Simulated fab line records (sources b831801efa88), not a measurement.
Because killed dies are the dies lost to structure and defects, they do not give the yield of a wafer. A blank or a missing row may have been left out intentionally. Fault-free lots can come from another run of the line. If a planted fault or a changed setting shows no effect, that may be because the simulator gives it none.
Matching of chambers :: flow gf180mcu :: 3 sister chambers for GF_PASSIVATION_CVD_00 on pecvd-02
The step deposits SiO2 from TEOS, target thk 1000 nm, time 111.95 s. 6 wafers are shown with their chamber, then 12 later ones without.

WAFERS PAIRED WITH THEIR CHAMBERS
wafer: L085.2
chamber: 1
heater_power_w (W): 772

wafer: L085.3
chamber: 0
heater_power_w (W): 614

wafer: L085.5
chamber: 2
heater_power_w (W): 627

wafer: L089.1
chamber: 1
heater_power_w (W): 701

wafer: L089.5
chamber: 2
heater_power_w (W): 592

wafer: L089.6
chamber: 0
heater_power_w (W): 624

WAFERS WHOSE CHAMBER IS MISSING
wafer: L090.1
heater_power_w (W): 694

wafer: L090.4
heater_power_w (W): 767

wafer: L090.5
heater_power_w (W): 609

wafer: L091.4
heater_power_w (W): 598

wafer: L091.5
heater_power_w (W): 627

wafer: L091.6
heater_power_w (W): 636

wafer: L096.1
heater_power_w (W): 580

wafer: L096.2
heater_power_w (W): 659

wafer: L096.5
heater_power_w (W): 684

wafer: L097.2
heater_power_w (W): 640

wafer: L097.3
heater_power_w (W): 637

wafer: L097.5
heater_power_w (W): 511

WHICH CHAMBER EACH ONE RAN IN
wafer: L090.1
from the rows above: can't be placed: 1 or 0 or 2
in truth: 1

wafer: L090.4
from the rows above: 1
in truth: 1

wafer: L090.5
from the rows above: can't be placed: 2 or 0
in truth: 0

wafer: L091.4
from the rows above: can't be placed: 2 or 0
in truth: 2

wafer: L091.5
from the rows above: can't be placed: 0 or 2
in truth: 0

wafer: L091.6
from the rows above: can't be placed: 0 or 2
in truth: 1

wafer: L096.1
from the rows above: can't be placed: 2 or 0
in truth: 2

wafer: L096.2
from the rows above: can't be placed: 0 or 2 or 1
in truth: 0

wafer: L096.5
from the rows above: can't be placed: 1 or 0 or 2
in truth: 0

wafer: L097.2
from the rows above: can't be placed: 0 or 2
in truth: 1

wafer: L097.3
from the rows above: can't be placed: 0 or 2
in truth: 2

wafer: L097.5
from the rows above: can't be placed: 2 or 0
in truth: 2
Placed correctly: 1 of 12. Cannot be placed on the basis of these rows: 11; the candidates contain the true chamber in 9. Number placed wrongly: 0.
How it was worked out, from the rows above alone: a wafer's distance from a chamber is the root of the sum, over the readings, of the square of ((its reading less the chamber's mean) divided by the reading's scatter). The wafer belongs to the nearest chamber; if the next one is less than 2 further off, it can't be placed. A chamber's mean is the mean of its shown wafers. The scatter is the square root of a quotient: the sum, over the shown wafers, of each reading's squared deviation from its chamber's mean, divided by wafers minus chambers.
